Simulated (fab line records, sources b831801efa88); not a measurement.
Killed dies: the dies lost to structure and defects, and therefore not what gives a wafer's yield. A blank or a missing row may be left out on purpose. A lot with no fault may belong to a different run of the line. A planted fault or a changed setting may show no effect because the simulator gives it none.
fab line records | flow sky130
[record] lots = 11 wafers = 33 last_day = 50
route steps=708 shown CONTACT@424 METAL1@439 VIA1@464 METAL2@488 PAD_OPEN@708
lots with no fault: from the same line, run without faults
start_h: hours from the record's opening day to when the first of the lot's shown wafers began | wait_h: hours elapsed since this lot's preceding step | " as in the row above | L1.1+2: a single row standing in for several wafers | - no value, or no start was given | * or withheld: withheld | < > ~ a bound
route shown NAME@n: a module of which the file shows steps, and the number in the route of the first | usual: average and standard deviation across the fault-free wafers | same: alike in all rows | chamber/n: place in a boat | sites: per-site readings | _std_site: their standard deviation | _edge_site: the outer-site mean with the inner-site mean subtracted | radius_mm: how far each site lies from the wafer's centre | mask NAME#n: copy n | behind: the most recent tool/chamber to have shaped the wafer | hold: why the lot went on hold/how many hours it stayed there/how the hold came to an end | device: names the non-switching transistor (n, p or np) | end of line: the same wafers' tests at the end of the route | a step with no rows: only its recipe | killed: dies that structure and defects cost at the first sort, which is not the same as the wafer's yield | map: per-die view of a wafer (x killed, . not killed, _ where there is no die)
set.NAME: the setting the step ran with; set.NAME@STEP: the setting that earlier step ran with | model.NAME: the simulator's own value behind a step, which no gauge read
a sample of lots followed through the steps of the route, with each step as a table and each wafer as a row
services: the hour from which a tool's chamber was out of use, counted from the record's first day as start_h (under 0 if before that day), plus the number of hours and why
[[steps]]
[step SKY_CONTACT_ETCH_18]
[recipe] target = Si3N4 chemistry = CHF3/O2 stop_on = TiN source_w = 600 bias_w = 200 pressure_mtorr = 40 chf3_flow_sccm = 50 O2_flow_sccm = 5 time_s = 39 target_depth_a = 750
[usual] drypump_motor_current_A = 5.8/0.5 oes_product_au = 0.854/0.0077 throttle_valve_pct = 8.794/0.0099
// columns lot.wafer tool chamber start_h wait_h drypump_motor_current_A oes_product_au rf_hours_counter_h throttle_valve_pct
L612.2 rie_diel-04 0 - - 6.2 0.854 4 8.790
L612.3 " 2 " " 5.1 0.843 3 8.783
L612.4 " 1 " " 5.5 0.850 13 8.797
L616.1 rie_diel-02 3 - - 6.6 0.845 6 8.804
L616.3 " 0 " " 6.1 0.838 11 8.768
L616.6 " 3 " " 6.6 0.857 - 8.808
L617.1 rie_diel-02 1 - - 6.0 0.852 2 8.795
L617.4 " 0 " " 6.0 0.862 11 8.820
L617.6 " 1 " " 6.0 0.859 - 8.793
L619.1 rie_diel-02 0 - - 6.1 0.848 12 8.787
L619.3 " 3 " " 6.6 0.852 7 8.803
L619.5 " 3 " " 6.6 0.854 - 8.778
L620.2 rie_diel-04 1 - - 5.5 0.850 15 8.806
L620.3 " 3 " " 5.7 0.866 12 8.791
L620.5 " 0 " " 6.2 0.856 - 8.820
L621.2 rie_diel-02 1 - - 6.0 0.864 3 8.813
L621.4 " 2 " " 5.6 0.860 - 8.799
L621.5 " 0 " " 6.0 0.871 - 8.797
L623.1 rie_diel-04 0 - - 6.2 0.841 6 8.799
L623.2 " 2 " " 5.1 0.840 5 8.807
L623.5 " 1 " " 5.5 0.853 - 8.789
L624.2 rie_diel-02 0 - - 6.0 0.847 13 8.794
L624.3 " 3 " " 6.6 0.853 7 8.803
L624.6 " 2 " " 5.7 0.851 - 8.787
L625.2 rie_diel-02 3 - - 6.6 0.858 7 8.802
L625.3 " 2 " " 5.6 0.849 12 8.777
L625.4 " 1 " " 6.0 0.854 4 8.803
L627.4 rie_diel-03 1 - - 4.7 0.847 3 8.792
L627.5 " 1 " " 4.7 0.842 - 8.806
L627.6 " 0 " " 6.3 0.857 - 8.791
L634.2 rie_diel-03 1 - - 4.7 0.842 5 8.790
L634.4 " 2 " " 5.7 0.861 15 8.802
L634.5 " 2 " " 5.7 0.874 - 8.806
[step SKY_METAL1_RS_MEAS_05]
[recipe] thk_meas_gauge = four-point-probe reads = TiN_of_METAL1_SPUTTER_04+Ti_of_METAL1_SPUTTER_03+AlCu_of_METAL1_SPUTTER_02+TiN_of_METAL1_SPUTTER_01+Ti_of_METAL1_SPUTTER_00
[usual] METAL1_ALCU_RS = 0.1277/0.0013
// columns lot.wafer tool chamber start_h wait_h METAL1_ALCU_RS[ohm/sq]
L612.2 film_metro-03 - 743.46 0.0 0.1251
L612.3 " - " " 0.1255
L612.4 " - " " 0.1245
L616.1 film_metro-04 - 776.98 0.0 0.1255
L616.3 " - " " 0.1255
L616.6 " - " " 0.1266
L617.1 film_metro-03 - 789.46 0.0 0.1263
L617.4 " - " " 0.1275
L617.6 " - " " 0.1255
L619.1 film_metro-03 - 802.29 0.0 0.1280
L619.3 " - " " 0.1272
L619.5 " - " " 0.1276
L620.2 film_metro-04 - 804.72 0.0 0.1273
L620.3 " - " " 0.1281
L620.5 " - " " 0.1276
L621.2 film_metro-02 - 818.73 0.0 0.1284
L621.4 " - " " 0.1295
L621.5 " - " " 0.1282
L623.1 film_metro-02 - 824.89 0.0 0.1286
L623.2 " - " " 0.1268
L623.5 " - " " 0.1271
L624.2 film_metro-04 - 839.50 0.0 0.1292
L624.3 " - " " 0.1290
L624.6 " - " " 0.1289
L625.2 film_metro-03 - 841.26 0.0 0.1281
L625.3 " - " " 0.1283
L625.4 " - " " 0.1285
L627.4 film_metro-04 - 866.95 0.1 0.1303
L627.5 " - " " 0.1306
L627.6 " - " " 0.1295
L634.2 film_metro-02 - 916.86 0.0 0.1273
L634.4 " - " " 0.1269
L634.5 " - " " 0.1277
[step SKY_VIA1_COAT_06]
[recipe] resist = BARC temp_c = withheld time_s = withheld spin_rpm = 3000 resist_thk_nm = 60
// columns lot.wafer tool chamber start_h wait_h
L612.2+3+4 litho_track-04 0 784.88 0.1
L616.1+3+6 litho_track-04 0 818.16 0.1
L617.1+4+6 litho_track-03 0 829.58 0.1
L619.1+3+5 litho_track-03 0 843.93 0.1
L620.2+3+5 litho_track-04 0 846.63 0.1
L621.2+4+5 litho_track-03 0 858.81 0.1
L623.1+2+5 litho_track-04 0 865.31 0.1
L624.2+3+6 litho_track-03 0 878.96 0.1
L625.2+3+4 litho_track-04 0 880.63 0.1
L627.4+5+6 litho_track-03 0 906.16 0.1
L634.2+4+5 litho_track-01 0 954.40 0.1
[step SKY_VIA1_ETCH_14]
[recipe] chemistry = N2/H2 target = BARC ion_energy_ev = 200 source_w = 500 bias_w = 100 pressure_mtorr = 30 n2_flow_sccm = 100 h2_flow_sccm = 200 stop_on = SiO2 time_s = 45.9 target_depth_a = 600
[usual] drypump_motor_current_A = 5.6/0.43 n2_flow_sccm = 99.96/0.29 oes_product_au = 0.854/0.0041 throttle_valve_pct = 13.224/0.0088
// columns lot.wafer tool chamber start_h wait_h drypump_motor_current_A n2_flow_sccm oes_product_au rf_hours_counter_h throttle_valve_pct
L612.2 rie_diel-01 2 798.68 0.0 6.0 99.76 0.845 6 13.229
L612.3 " 0 " " 5.6 99.90 0.851 9 13.203
L612.4 " 1 " " 5.3 99.77 0.863 8 13.224
L616.1 rie_diel-01 1 831.11 0.0 5.3 99.92 0.846 9 13.229
L616.3 " 3 " " 5.4 99.81 0.863 13 13.222
L616.6 " 2 " " 6.0 99.87 0.853 - 13.208
L617.1 rie_diel-04 1 843.79 0.0 5.5 100.23 0.855 16 13.229
L617.4 " 2 " " 5.1 99.99 0.856 6 13.220
L617.6 " 2 " " 5.1 100.01 0.849 - 13.225
L619.1 rie_diel-01 1 857.41 0.0 5.3 100.42 0.850 10 13.213
L619.3 " 2 " " 6.0 99.89 0.852 7 13.206
L619.5 " 0 " " 5.7 99.56 0.851 - 13.221
L620.2 rie_diel-03 3 860.11 0.0 5.4 100.03 0.848 7 13.237
L620.3 " 1 " " 4.7 100.70 0.860 3 13.225
L620.5 " 0 " " 6.2 100.05 0.865 - 13.230
L621.2 rie_diel-03 1 872.78 0.0 4.7 100.46 0.849 4 13.229
L621.4 " 3 " " 5.3 99.93 0.860 8 13.227
L621.5 " 3 " " 5.4 100.04 0.847 - 13.225
L623.1 rie_diel-01 1 878.51 0.0 5.3 99.37 0.857 10 13.205
L623.2 " 0 " " 5.7 99.62 0.861 11 13.234
L623.5 " 3 " " 5.4 100.18 0.851 - 13.220
L624.2 rie_diel-04 2 891.78 0.0 5.1 99.65 0.850 7 13.239
L624.3 " 0 " " 6.3 99.61 0.856 8 13.225
L624.6 " 0 " " 6.3 99.81 0.855 - 13.215
L625.2 rie_diel-04 2 894.09 0.0 5.1 99.94 0.854 7 13.210
L625.3 " 0 " " 6.3 99.91 0.856 8 13.221
L625.4 " 3 " " 5.7 99.43 0.853 14 13.221
L627.4 rie_diel-03 3 919.48 0.0 5.4 100.38 0.856 9 13.222
L627.5 " 0 " " 6.3 100.64 0.848 - 13.224
L627.6 " 3 " " 5.4 100.54 0.828 - 13.205
L634.2 rie_diel-01 3 965.88 0.0 5.4 100.17 0.852 17 13.230
L634.4 " 2 " " 6.0 99.98 0.861 10 13.220
L634.5 " 0 " " 5.6 100.44 0.857 - 13.223
[step SKY_METAL2_RS_MEAS_05]
[recipe] thk_meas_gauge = four-point-probe reads = TiN_of_METAL2_SPUTTER_04+Ti_of_METAL2_SPUTTER_03+AlCu_of_METAL2_SPUTTER_02+TiN_of_METAL2_SPUTTER_01+Ti_of_METAL2_SPUTTER_00
[usual] METAL2_ALCU_RS = 0.1263/0.00099
// columns lot.wafer tool chamber start_h wait_h METAL2_ALCU_RS[ohm/sq]
L612.2 film_metro-02 - 800.23 0.0 0.1268
L612.3 " - " " 0.1260
L612.4 " - " " 0.1273
L616.1 film_metro-02 - 832.57 0.0 0.1279
L616.3 " - " " 0.1266
L616.6 " - " " 0.1267
L617.1 film_metro-02 - 845.24 0.0 0.1270
L617.4 " - " " 0.1286
L617.6 " - " " 0.1255
L619.1 film_metro-03 - 858.87 0.0 0.1256
L619.3 " - " " 0.1248
L619.5 " - " " 0.1254
L620.2 film_metro-02 - 861.60 0.0 0.1277
L620.3 " - " " 0.1283
L620.5 " - " " 0.1277
L621.2 film_metro-02 - 874.25 0.0 0.1245
L621.4 " - " " 0.1249
L621.5 " - " " 0.1260
L623.1 film_metro-03 - 880.13 0.0 0.1267
L623.2 " - " " 0.1270
L623.5 " - " " 0.1261
L624.2 film_metro-02 - 893.42 0.0 0.1254
L624.3 " - " " 0.1260
L624.6 " - " " 0.1264
L625.2 film_metro-02 - 895.62 0.0 0.1266
L625.3 " - " " 0.1273
L625.4 " - " " 0.1270
L627.4 film_metro-03 - 920.99 0.1 0.1254
L627.5 " - " " 0.1252
L627.6 " - " " 0.1262
L634.2 film_metro-01 - 967.42 0.0 0.1277
L634.4 " - " " 0.1272
L634.5 " - " " 0.1267
[step SKY_PAD_OPEN_PROBE_99]
[usual] defect_limited_yield = 82.4/1.8 killed_at_M0_to_M3 = 45/6.8 killed_at_M4_up = 3.2/1.6 killed_at_contacts = 24/5.1 killed_at_front_end = 14/4.4 killed_at_other = 0.4/0.65 killed_dies = 87/8.8 killed_open = 47/7.2 killed_short = 39/6.1 sort_bin_3_pad_short = 0.9/0.38 sort_bin_5_function = 10.4/1.5 sort_bin_6_memory = 6.4/1.1 sort_n_pass = 405/8.8 sort_yield_pct = 82.4/1.8
[same] gross_dies = 492 killed_at_back_side = 0 sort_bin_4_leakage[%] = 0 sort_bin_8_speed[%] = 0
// columns lot.wafer tool chamber start_h wait_h defect_limited_yield[%] killed_at_M0_to_M3 killed_at_M4_up killed_at_contacts killed_at_front_end killed_at_other killed_dies killed_open killed_short sort_bin_3_pad_short[%] sort_bin_5_function[%] sort_bin_6_memory[%] sort_n_pass sort_yield_pct[%]
L623.1 prober-01 - 1143.41 0.1 83.7 37 3 26 14 0 80 41 39 1.0 7.9 7.3 412 83.7
L623.2 prober-01 - 1143.46 0.1 85.2 42 4 16 10 1 73 43 29 0.6 8.3 5.9 419 85.2
L623.5 prober-01 - 1143.61 0.2 81.9 48 1 24 16 0 89 57 32 1.0 10.4 6.7 403 81.9
L625.4 prober-02 - 1153.73 0.2 82.3 54 1 17 15 0 87 41 46 1.0 10.4 6.3 405 82.3
L627.4 prober-02 - 1170.14 0.2 83.9 37 2 27 12 1 79 49 29 0.6 10.6 4.9 413 83.9
// killed by level:class
L623.1 LI_CONTACT:geometric_particle:open=9 CONTACT:geometric_particle:open=9 VIA1:geometric_particle:open=7 METAL3:geometric_particle:short=6 POLY_GATE:geometric_particle:short=5 POLY_GATE:geometric_particle:open=4 METAL1:geometric_particle:short=4 VIA2:geometric_particle:short=4
L623.2 VIA3:geometric_particle:open=11 VIA1:geometric_particle:open=7 LI_CONTACT:geometric_particle:open=6 VIA2:geometric_particle:open=6 POLY_GATE:geometric_particle:short=5 METAL3:geometric_particle:short=5 CONTACT:geometric_particle:open=4 METAL1:geometric_particle:short=4
L623.5 VIA3:geometric_particle:open=13 VIA1:geometric_particle:open=9 LI_CONTACT:geometric_particle:open=8 LOCAL_INTERCONNECT:geometric_particle:short=8 VIA2:geometric_particle:open=8 CONTACT:geometric_particle:open=6 POLY_GATE:geometric_particle:open=4 POLY_GATE:geometric_particle:short=4
L625.4 VIA1:geometric_particle:open=9 METAL2:geometric_particle:short=9 VIA1:geometric_particle:short=8 CONTACT:geometric_particle:open=8 METAL1:geometric_particle:short=6 VIA3:geometric_particle:open=6 LI_CONTACT:geometric_particle:open=5 VIA2:geometric_particle:open=5
L627.4 CONTACT:geometric_particle:open=9 VIA3:geometric_particle:open=9 VIA1:geometric_particle:open=9 VIA2:geometric_particle:open=7 LI_CONTACT:geometric_particle:short=5 LI_CONTACT:geometric_particle:open=4 LOCAL_INTERCONNECT:geometric_particle:short=4 CONTACT:geometric_particle:short=4
[[services]]
// columns tool chamber start_h hours kind
rie_diel-03 1 729.60 - clean
rie_diel-03 1 729.60 19.2 scheduled_down
rie_diel-03 1 729.60 19.2 vent_cycle
rie_diel-03 - 731.83 0.1 repair
rie_diel-04 1 739.51 1.7 repair
rie_diel-01 - 749.33 14.6 pm
rie_diel-04 1 752.53 7.6 repair
rie_diel-02 3 804.66 1.8 repair
rie_diel-02 3 811.23 15.4 repair
rie_diel-03 1 843.60 13.1 repair
rie_diel-04 3 849.32 2.4 repair
rie_diel-02 1 884.79 5.1 repair
rie_diel-03 - 898.55 4.2 repair
rie_diel-02 2 903.95 10.2 repair
rie_diel-02 - 916.70 1.5 repair
rie_diel-01 2 932.44 14.3 repair
rie_diel-01 3 940.84 6.3 repair
rie_diel-04 2 943.46 29.7 repair
rie_diel-04 1 947.01 8.4 repair
rie_diel-03 0 964.45 6.0 repair
[[key]]
[first_sign] step = SKY_VIA1_ETCH_14 reading = oes_product_au direction = down sigmas = 6.2 usual = 0.854 struck = 0.828
effect none on later readings
met_at SKY_VIA1_COAT_06
struck_lots L627
struck_wafers L627.6
not_acting_at SKY_CONTACT_ETCH_18,SKY_METAL1_RS_MEAS_05,SKY_METAL2_RS_MEAS_05
onset_between 878.96 906.16
[fault] kind = process_parameter_drift tool = litho_track-03 chamber = - onset_h = 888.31 steps = SKY_VIA1_COAT_06 channel = resist_thk_nm offset = -3.1346 shape = step end_h = 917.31 scope = struck_wafers_only acts_in = these_recipes_only stated = 60
